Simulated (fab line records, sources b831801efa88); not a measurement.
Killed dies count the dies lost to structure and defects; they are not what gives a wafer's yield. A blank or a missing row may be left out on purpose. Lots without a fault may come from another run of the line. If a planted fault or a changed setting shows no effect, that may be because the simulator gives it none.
Matching of chambers / flow sky130 / SKY_CONTACT_CVD_00 on pecvd-01 has 3 sister chambers
The step deposits Si3N4, target thk 75 nm. 14 wafers are shown with their chamber, then 7 later ones without.

== WAFERS, EACH WITH ITS CHAMBER ==
wafer=L814.1; chamber=1; heaterPowerW (W)=819
wafer=L814.3; chamber=2; heaterPowerW (W)=908
wafer=L814.5; chamber=2; heaterPowerW (W)=936
wafer=L819.1; chamber=0; heaterPowerW (W)=687
wafer=L819.3; chamber=1; heaterPowerW (W)=741
wafer=L819.4; chamber=2; heaterPowerW (W)=916
wafer=L820.1; chamber=1; heaterPowerW (W)=728
wafer=L820.2; chamber=2; heaterPowerW (W)=954
wafer=L820.3; chamber=2; heaterPowerW (W)=975
wafer=L824.4; chamber=0; heaterPowerW (W)=696
wafer=L824.5; chamber=1; heaterPowerW (W)=756
wafer=L824.6; chamber=2; heaterPowerW (W)=939
wafer=L825.3; chamber=2; heaterPowerW (W)=910
wafer=L825.5; chamber=2; heaterPowerW (W)=914

SIGNATURES (averages over the wafers above)
reading=heaterPowerW; chamber 0=691.50; chamber 1=761.00; chamber 2=931.50; scatter within a chamber=28.5
Rule: a wafer lies at a distance from a chamber equal to the root of the sum of squares, over the readings, of (its reading less the chamber's mean, divided by the reading's scatter). If the next closest chamber is less than 2 further off than the closest, the wafer can't be placed; otherwise it belongs to the closest. How the scatter is found: for the shown wafers, subtract from each reading the mean of its chamber, square and add these, divide the total by (wafers less chambers), then take the root.

== WAFERS WHOSE CHAMBER IS MISSING ==
wafer=L825.6; heaterPowerW (W)=853
wafer=L827.1; heaterPowerW (W)=824
wafer=L827.4; heaterPowerW (W)=829
wafer=L827.5; heaterPowerW (W)=945
wafer=L829.1; heaterPowerW (W)=765
wafer=L829.2; heaterPowerW (W)=935
wafer=L829.3; heaterPowerW (W)=838

== THE CHAMBER EACH PASSED THROUGH ==
wafer=L825.6; from the rows above=can't be placed: 2 or 1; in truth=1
wafer=L827.1; from the rows above=can't be placed: 1 or 2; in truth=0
wafer=L827.4; from the rows above=can't be placed: 1 or 2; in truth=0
wafer=L827.5; from the rows above=2; in truth=2
wafer=L829.1; from the rows above=1; in truth=1
wafer=L829.2; from the rows above=2; in truth=2
wafer=L829.3; from the rows above=can't be placed: 1 or 2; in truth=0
Correctly placed: 3 of 7. Can't be placed from these rows: 4 (the true chamber is among the candidates in 1). 0 placed wrongly.
